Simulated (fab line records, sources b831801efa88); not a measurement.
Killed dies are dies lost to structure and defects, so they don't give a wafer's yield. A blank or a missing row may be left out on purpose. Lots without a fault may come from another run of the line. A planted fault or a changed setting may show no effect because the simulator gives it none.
A struck lot beside a sound one | flow sky130 | 26 steps out of a route of 708
Sound: wafers L316.1, L316.2, L316.5. Struck: wafers L298.2, L298.3, L298.5. The cause comes at the end.
At each step with rows: each side's tool, then ch and its chambers, then its first start. Under that, the readings that differ: sound wafers | struck wafers | difference of the means | sigmas: that difference in standard deviations of wafers without a fault.
alike: readings whose means differ by less than 2 such deviations, and words and numbers that are the same on both sides. not compared: withheld readings, readings that some wafer has no value for, bounds like >300 that may hide the same value, and numbers for which the record gives no deviation and whose values overlap.
The two part at a step that has a row with sigmas, a row that says differs or no value, or rows on one side only. Numbers that don't overlap but have no deviation are shown without sigmas and don't part them. A reading that every wafer of one side lacks parts them only if that side has two wafers or more.

first, 10 steps without rows for these wafers: SKY_CONTACT_ETCH_18 (etches Si3N4 in CHF3/O2, stops on TiN, time 39 s, target depth 75 nm); SKY_CONTACT_STRIP_19 (strips in O2/N2); SKY_CONTACT_STRIP_20 (strips in post etch residue remover, time 1200 s); SKY_CONTACT_CLEAN_21 (cleans in IPA, time 180 s); SKY_CONTACT_CLEAN_22 (cleans in O3/DIW); SKY_CONTACT_SPUTTER_23 (material TiN, target thk 20 nm, time 80 s); SKY_CONTACT_CVD_24 (deposits W, target thk 340 nm, time 102.12 s); SKY_CONTACT_CMP_27 (polishes, stops on SiO2, t overpolish 15 s, target thk 0 nm); SKY_METAL1_SPUTTER_00 (material Ti, target thk 15 nm, time 10 s); SKY_METAL1_SPUTTER_01 (material TiN, target thk 20 nm, time 16.7 s).
SKY_METAL1_SPUTTER_02: material AlCu, target thk 250 nm, time 13.3 s.
  sound on pvd_sputter-03, day 38 06:04; struck on pvd_sputter-03, day 33 05:00
  reading                | sound             | struck            | difference | sigmas
  cathode_dc_power_W (W) | 10599 10600 10602 | 11036 11036 11036 | +436       | +99 or more
  alike: throttle_valve_pct
  not compared: model.AlCu_of_METAL1_SPUTTER_02.thk_nm
then, 12 steps without rows for these wafers: SKY_METAL1_SPUTTER_03 (material Ti, target thk 5 nm, time 3.3 s); SKY_METAL1_SPUTTER_04 (material TiN, target thk 70 nm, time 58.3 s); SKY_METAL1_DEHYDRATE_07 (time 60 s); SKY_METAL1_HMDS_08 (prime time 60 s); SKY_METAL1_COAT_09 (resist thk 60 nm); SKY_METAL1_COAT_10 (resist thk 450 nm); SKY_METAL1_SOFTBAKE_11 (time 90 s); SKY_METAL1_EXPOSE_12 (exposes mask MM1, target cd 140 nm); SKY_METAL1_PEB_13; SKY_METAL1_DEVELOP_14 (develop time 60 s); SKY_METAL1_DESCUM_17 (chemistry O2, time 8 s); SKY_METAL1_ETCH_18 (etches BARC in N2/H2, stops on SiO2, time 45.9 s, target depth 60 nm).
SKY_METAL1_METAL_ETCH_19: etches the open film in Cl2/BCl3, stops on SiO2, target depth 360 nm, time 78 s.
  sound on rie_metal-03 ch 0,1, day 39 07:47; struck on rie_metal-04 ch 0,1, day 34 08:14
  alike: bcl3_flow_sccm, bias_w, drypump_motor_current_A, oes_product_au, rf_fwd_power_W, throttle_valve_pct
  not compared: rf_hours_counter_h, model.etch.depth_nm, model.METAL1.feature_depth_nm
then, 1 step without rows for these wafers: SKY_METAL1_STRIP_20 (strips in O2/N2).
-- the record jumps here: 13 days lie between the struck wafers' starts before and after (it left off in module METAL1 and takes up again in module PAD_OPEN, whose first step shown is number 708 of the route) --
SKY_PAD_OPEN_PROBE_99:
  sound on prober-01, day 50 13:32; struck on prober-01, day 46 23:32
  alike: defect_limited_yield, killed_at_M0_to_M3, killed_at_M4_up, killed_at_contacts, killed_at_front_end, killed_at_other, killed_dies, killed_open, killed_short
  not compared: model.etest.met1.line_ohm_um, model.etest.met1.rs_ohm_sq

WHERE THEY PART
Only at SKY_METAL1_SPUTTER_02, within this record. Later steps at which nothing parts them and some readings are alike: SKY_METAL1_METAL_ETCH_19, SKY_PAD_OPEN_PROBE_99.

WHY: what the simulator had put in
Process parameter drift: pvd_sputter-03, from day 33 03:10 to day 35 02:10, at SKY_METAL1_SPUTTER_02. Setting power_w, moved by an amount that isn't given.
